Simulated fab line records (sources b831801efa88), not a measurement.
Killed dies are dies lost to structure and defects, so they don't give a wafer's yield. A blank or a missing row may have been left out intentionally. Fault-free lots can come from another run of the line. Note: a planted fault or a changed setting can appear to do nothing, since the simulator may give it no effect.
Code-filled problem report in 8D (eight disciplines) form ; flow sky130 ; the parts of the form that need people (team, actions taken, sign-off) are left out

1. THE PROBLEM
At SKY_PAD_OPEN_PROBE_99, killed at front end averages 46 over 2 wafers from 2 lots, while fault-free wafers read 15, standard deviation 4.4. That is +7.2 standard deviations from the usual mean.
Earliest sighting: wafer L575.4 on prober-01 at day 49 02:19. The record has a number at this step for 36 wafers belonging to 12 lots. By rule, "out" or "out of limits" means more than 4 standard deviations away from the usual mean. The other wafers with a number count as sound.

2. WHAT IT IS, WHAT IT ISN'T
question;is;is not
which readings at this step;killed at front end;killed_at_M0_to_M3, killed_at_M4_up, killed at contacts, killed at other, killed open, killed short
which lots;L575, L579;L565, L568, L569, L570, L571, L574, L582, L585, L586, L588
which wafers of those lots;L575.4, L579.4;L575.3, L575.6, L579.3, L579.6
read on which tools;prober-01, prober-02;-
when;from day 49 02:19;"up to then (19 sound wafers); but 15 sound wafers of L575, L579, L582, L585, L586, L588 came after"

3. THE SUSPECTS, EACH WITH WHAT RULES IT OUT
Counting: if a tool at a process step up to the reading ran every lot that is out, it stays a suspect. Sound lots after the first of them don't rule it out here, since some wafers of a struck lot are sound.
- plasma asher-01 at SKY_DNWELL_STRIP_08 (strips in O2/N2): kept. It ran every lot that is out, first L575 (day 5 17:58); its last sound lot up to then is L571 (day 4 15:02).
- At SKY_DNWELL_STRIP_08 on plasma asher-01, chamber 1 took the sound wafers of the same lots and chamber 0 took the wafers that are out.
After counting, what remains is plasma asher-01 at SKY_DNWELL_STRIP_08.

4. THE CAUSE (what the simulator had put in)
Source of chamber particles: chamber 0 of plasma asher-01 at SKY_DNWELL_STRIP_08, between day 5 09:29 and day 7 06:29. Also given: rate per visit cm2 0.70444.
Counting left only this tool.

5. SEQUENCE OF EFFECTS, ordered by route
One row per reading whose mean, taken over the struck wafers that have a number, lies over 3 standard deviations from the usual. Only readings for which the record gives a usual standard deviation are gone through. hours: the time from each lot's start at the first step in this table that gives one to its start at this step, as a median over the lots. sigmas: the change in usual standard deviations.
hours;step;reading;usual;on struck wafers;change;sigmas
0;SKY_PAD_OPEN_PROBE_99;killed at front end;15;46;+32;+7.2
It contains these process steps:
- SKY_PAD_OPEN_PROBE_99

6. WHAT WOULD HAVE CAUGHT IT SOONER
In this record the first reading out of limits was taken at day 49 02:19, 1049 hours after the fault began at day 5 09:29.
Of the tool readings at SKY_DNWELL_STRIP_08 for which the record gives a usual standard deviation, none was out on any struck wafer, so an alarm limit of 4 standard deviations on them would not have fired.
Lots out: 2; all had begun SKY_DNWELL_STRIP_08 on plasma asher-01 by day 49 02:19. None of them would have been spared by holding the tool at that moment.
